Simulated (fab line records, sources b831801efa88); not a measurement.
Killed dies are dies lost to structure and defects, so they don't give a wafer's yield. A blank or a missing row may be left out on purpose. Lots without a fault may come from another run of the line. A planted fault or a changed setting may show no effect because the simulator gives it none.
Problem report in the 8D (eight disciplines) form, filled by code | flow sky130 | the parts of the form that need people (team, actions taken, sign-off) are left out

1. THE PROBLEM
spin_speed_rpm at SKY_SONOS_TUNNEL_COAT_02 reads a mean of 2922.8 rpm on 9 wafers of 3 lots; wafers without a fault read 3000.1 rpm with a standard deviation of 2. That is -39 standard deviations from the usual mean.
The step: resist thk 1140 nm.
First seen on wafer L706.2, day 12 22:11, on litho_track-04. The record holds 39 wafers of 13 lots with a number at this step. Rule for "out", or "out of limits": more than 4 standard deviations from the usual mean. The other wafers with a number count as sound.

2. WHAT IT IS AND WHAT IT IS NOT
question                    | is                     | is not
which readings at this step | spin_speed_rpm         | -
which lots                  | L706, L707, L708       | L700, L703, L705, L711, L715, L717, L718, L719, L720, L721
which wafers of those lots  | all that have a number | -
read on which tools         | litho_track-04         | litho_track-02, litho_track-03
when                        | from day 12 22:11      | up to then (9 sound wafers); but 21 sound wafers of L711, L715, L717, L718, L719, L720, L721 came after

3. SUSPECTS, AND WHAT RULES EACH OUT
Counting: a tool at a process step up to the reading stays a suspect if it ran every lot that is out and no sound lot after the first of them.
- litho_track-04 at SKY_SONOS_TUNNEL_COAT_02 (resist thk 1140 nm): ruled out as a lasting fault. Sound lots L717, L719 ran on it after its first lot that is out, L706 (day 12 22:11).
Left after counting: nothing in the record.

4. THE CAUSE (what the simulator had put in)
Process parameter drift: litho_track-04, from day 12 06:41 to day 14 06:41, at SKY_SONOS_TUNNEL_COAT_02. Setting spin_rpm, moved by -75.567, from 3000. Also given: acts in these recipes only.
Counting ruled it out, wrongly.

5. THE CHAIN OF EFFECTS, in route order
Each row: a reading whose mean over the struck wafers that have a number lies more than 3 standard deviations from the usual. Only readings for which the record gives a usual standard deviation are gone through. hours: the time from each lot's start at the first step in this table that gives one to its start at this step, as a median over the lots. sigmas: the change in usual standard deviations.
hours | step                     | reading        | usual      | on struck wafers | change | sigmas
0     | SKY_SONOS_TUNNEL_COAT_02 | spin_speed_rpm | 3000.1 rpm | 2922.8           | -77.3  | -39
The process steps in it:
- SKY_SONOS_TUNNEL_COAT_02: resist thk 1140 nm.

6. WHAT WOULD HAVE CAUGHT IT SOONER
In this record the first reading out of limits was taken at day 12 22:11, 16 hours after the fault began at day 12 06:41.
